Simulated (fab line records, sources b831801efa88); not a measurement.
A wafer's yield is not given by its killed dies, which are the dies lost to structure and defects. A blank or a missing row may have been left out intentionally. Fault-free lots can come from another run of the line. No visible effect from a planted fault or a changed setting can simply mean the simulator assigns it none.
Which tool is to blame? | flow gf180mcu | 45 wafers from 15 lots sampled at 5 of the route's 602 steps

== WHAT THE GAUGES SHOWED, per wafer ==
GF_STI_THK_MEAS_30.
lot  | measured    | on            | STI_OXIDATION_02_THK (nm)
L901 | day 2 08:55 | film-metro-01 | 10.11 9.99 10.10
L902 | day 2 13:00 | film-metro-04 | 9.94 10.06 9.91
L903 | day 2 17:55 | film-metro-04 | 9.57 10.00 9.82
L904 | day 3 01:32 | film-metro-02 | 9.68 9.68 9.73
L905 | day 3 02:44 | film-metro-01 | 9.89 9.89 10.02
L907 | day 3 13:54 | film-metro-02 | 10.09 10.02 10.04
L908 | day 3 17:37 | film-metro-02 | 9.77 9.72 9.85
L909 | day 4 00:20 | film-metro-02 | 10.03 10.23 10.02
L910 | day 4 05:44 | film-metro-02 | 10.13 9.93 10.17
L918 | day 5 20:47 | film-metro-04 | 9.58 9.61 9.77
L919 | day 6 04:06 | film-metro-04 | 9.66 9.82 9.82
L920 | day 6 08:41 | film-metro-02 | 9.89 10.09 10.02
L922 | day 6 19:49 | film-metro-04 | 10.06 9.94 10.20
L923 | day 6 23:57 | film-metro-01 | 9.87 9.72 9.72
L924 | day 7 05:40 | film-metro-04 | 9.76 9.78 9.95

GF_MVPSD_OVL_MEAS_07.
lot  | measured     | on         | MVPSD_OVL (nm)
L901 | day 5 02:59  | overlay-02 | 2.0 2.7 1.4
L902 | day 5 07:23  | overlay-01 | 0.2 -0.5 -0.8
L903 | day 5 12:17  | overlay-01 | 1.9 -0.6 0.0
L904 | day 5 22:44  | overlay-01 | -0.6 1.1 -0.8
L905 | day 5 22:52  | overlay-02 | 0.0 -0.4 0.8
L907 | day 6 12:47  | overlay-02 | 1.4 1.0 2.3
L908 | day 6 16:58  | overlay-02 | -1.1 -0.1 -0.3
L909 | day 6 23:41  | overlay-02 | -1.1 -1.2 -0.8
L910 | day 7 06:37  | overlay-02 | -2.6 -2.3 -1.6
L918 | day 9 03:32  | overlay-02 | -0.2 1.0 1.7
L919 | day 9 13:59  | overlay-01 | 1.3 1.0 0.7
L920 | day 9 19:08  | overlay-01 | -0.8 1.0 0.2
L922 | day 10 05:32 | overlay-02 | -0.1 -0.7 -0.6
L923 | day 10 09:40 | overlay-02 | -2.2 -1.3 -2.1
L924 | day 10 17:55 | overlay-02 | 0.3 0.0 -0.6

GF_MVPSD_TW_MEAS_11.
lot  | measured     | on            | MVPSD_TW
L901 | day 5 03:25  | film-metro-01 | 549.8 551.2 551.7
L902 | day 5 07:50  | film-metro-03 | 549.7 549.4 551.6
L903 | day 5 12:43  | film-metro-04 | 546.2 545.0 544.1
L904 | day 5 23:10  | film-metro-04 | 546.8 543.5 545.4
L905 | day 5 23:18  | film-metro-01 | 553.1 554.0 552.7
L907 | day 6 13:13  | film-metro-04 | 547.6 547.4 546.5
L908 | day 6 17:24  | film-metro-04 | 546.7 544.7 547.3
L909 | day 7 00:07  | film-metro-03 | 553.4 553.1 552.2
L910 | day 7 07:04  | film-metro-03 | 553.1 547.7 552.8
L918 | day 9 03:58  | film-metro-01 | 549.7 545.7 549.2
L919 | day 9 14:26  | film-metro-01 | 550.0 548.8 549.3
L920 | day 9 19:35  | film-metro-01 | 546.6 551.2 550.1
L922 | day 10 05:59 | film-metro-03 | 553.4 551.9 550.2
L923 | day 10 10:07 | film-metro-03 | 551.2 553.6 553.0
L924 | day 10 18:21 | film-metro-04 | 547.9 544.9 546.1

== WHAT TOOL EACH LOT RAN ON (gives the tool, then ch and the chambers of the sampled wafers, and finally the start) ==
lot  | GF_NWELL_COAT_02                 | GF_NWELL_STRIP_10
L901 | litho-track-02 ch 0, day 3 03:23 | plasma-asher-04 ch 1, day 3 09:46
L902 | litho-track-03 ch 0, day 3 07:05 | plasma-asher-01 ch 0,1, day 3 13:59
L903 | litho-track-02 ch 0, day 3 11:23 | plasma-asher-01 ch 0,1, day 3 18:25
L904 | litho-track-03 ch 0, day 3 20:56 | plasma-asher-02 ch 0,1, day 4 04:01
L905 | litho-track-04 ch 0, day 3 21:52 | plasma-asher-04 ch 0,1, day 4 04:58
L907 | litho-track-04 ch 0, day 4 09:24 | plasma-asher-01 ch 1, day 4 16:46
L908 | litho-track-04 ch 0, day 4 13:10 | plasma-asher-02 ch 0,1, day 4 20:25
L909 | litho-track-04 ch 0, day 4 19:45 | plasma-asher-04 ch 0,1, day 5 03:27
L910 | litho-track-02 ch 0, day 5 02:07 | plasma-asher-04 ch 0,1, day 5 09:12
L918 | litho-track-02 ch 0, day 6 18:56 | plasma-asher-04 ch 0,1, day 7 03:07
L919 | litho-track-02 ch 0, day 7 03:28 | plasma-asher-02 ch 0,1, day 7 11:23
L920 | litho-track-02 ch 0, day 7 07:55 | plasma-asher-02 ch 0,1, day 7 15:59
L922 | litho-track-02 ch 0, day 7 18:49 | plasma-asher-04 ch 0,1, day 8 03:47
L923 | litho-track-04 ch 0, day 7 23:31 | plasma-asher-02 ch 0,1, day 8 08:07
L924 | litho-track-04 ch 0, day 8 05:43 | plasma-asher-04 ch 0,1, day 8 14:16
- GF_NWELL_COAT_02: resist thk 3000 nm.
- GF_NWELL_STRIP_10: strips in O2/N2.

== AS READ BY THE TOOLS THEMSELVES (means over the sampled wafers that have a number; for cases with no such wafer, the mark the record gives instead) ==
GF_NWELL_COAT_02.
lot  | tool           | spin-speed-rpm (rpm)
L901 | litho-track-02 | 1999.7
L902 | litho-track-03 | 1999.0
L903 | litho-track-02 | 2000.1
L904 | litho-track-03 | 2000.7
L905 | litho-track-04 | 2000.0
L907 | litho-track-04 | 2001.6
L908 | litho-track-04 | 2000.4
L909 | litho-track-04 | 2001.1
L910 | litho-track-02 | 1997.8
L918 | litho-track-02 | 1999.6
L919 | litho-track-02 | 2000.2
L920 | litho-track-02 | 2000.5
L922 | litho-track-02 | 2001.2
L923 | litho-track-04 | 1998.3
L924 | litho-track-04 | 2000.7

GF_NWELL_STRIP_10.
lot  | tool            | drypump-motor-current-A (A) | heater-power-w (W) | oes-product-au (a.u.) | strip-time-to-endpoint-s (s)
L901 | plasma-asher-04 | 4.9                         | 328                | 0.722                 | 37.12
L902 | plasma-asher-01 | 5.9                         | 329                | 0.717                 | 36.93
L903 | plasma-asher-01 | 6.0                         | 312                | 0.724                 | 37.01
L904 | plasma-asher-02 | 5.8                         | 304                | 0.719                 | 37.02
L905 | plasma-asher-04 | 5.1                         | 342                | 0.719                 | 36.83
L907 | plasma-asher-01 | 6.0                         | 295                | 0.720                 | 23.82
L908 | plasma-asher-02 | 5.8                         | 319                | 0.723                 | 23.85
L909 | plasma-asher-04 | 5.1                         | 352                | 0.718                 | 23.83
L910 | plasma-asher-04 | 5.1                         | 345                | 0.719                 | 37.14
L918 | plasma-asher-04 | 5.3                         | 370                | 0.725                 | 37.05
L919 | plasma-asher-02 | 5.8                         | 323                | 0.726                 | 36.99
L920 | plasma-asher-02 | 5.7                         | 302                | 0.721                 | 37.05
L922 | plasma-asher-04 | 5.1                         | 353                | 0.723                 | 36.97
L923 | plasma-asher-02 | 5.7                         | 300                | 0.721                 | 36.83
L924 | plasma-asher-04 | 5.3                         | 373                | 0.716                 | 36.88

== THE ANSWER, worked out from the rows above alone ==
Rule: the lots themselves supply what counts as usual. Put in order of their means at a reading, lots are off if they are a third of the lots or fewer, leave a main group of 4 or more, and stand apart from it by a gap of 3 or more times the standard deviation of the main group's means; of several such gaps the widest counts. If all means in a main group match to the digits the tables above print for the reading, that group is not used. Also off: a lot with no number at a reading for which 4 or more lots have one. Where the step has rows for the other lots, those lots are counted as sound. After the gauges, taken in route order, come the tools' own readings; for these a lot's mean is taken, as printed above. The first step at which some lot is off is used, and at that step the reading that is off furthest; a lot without a number counts as furthest.
Off: L907, L908, L909, at GF_NWELL_STRIP_10 (strip-time-to-endpoint-s). Main group: mean 36.98 s, sd 0.098.
A tool fits if, at that step or a process step before it, it ran every lot that is off, and no sound lot after the first of them. Of those tried, none fits.

== WHAT THE SIMULATOR HAD INSERTED ==
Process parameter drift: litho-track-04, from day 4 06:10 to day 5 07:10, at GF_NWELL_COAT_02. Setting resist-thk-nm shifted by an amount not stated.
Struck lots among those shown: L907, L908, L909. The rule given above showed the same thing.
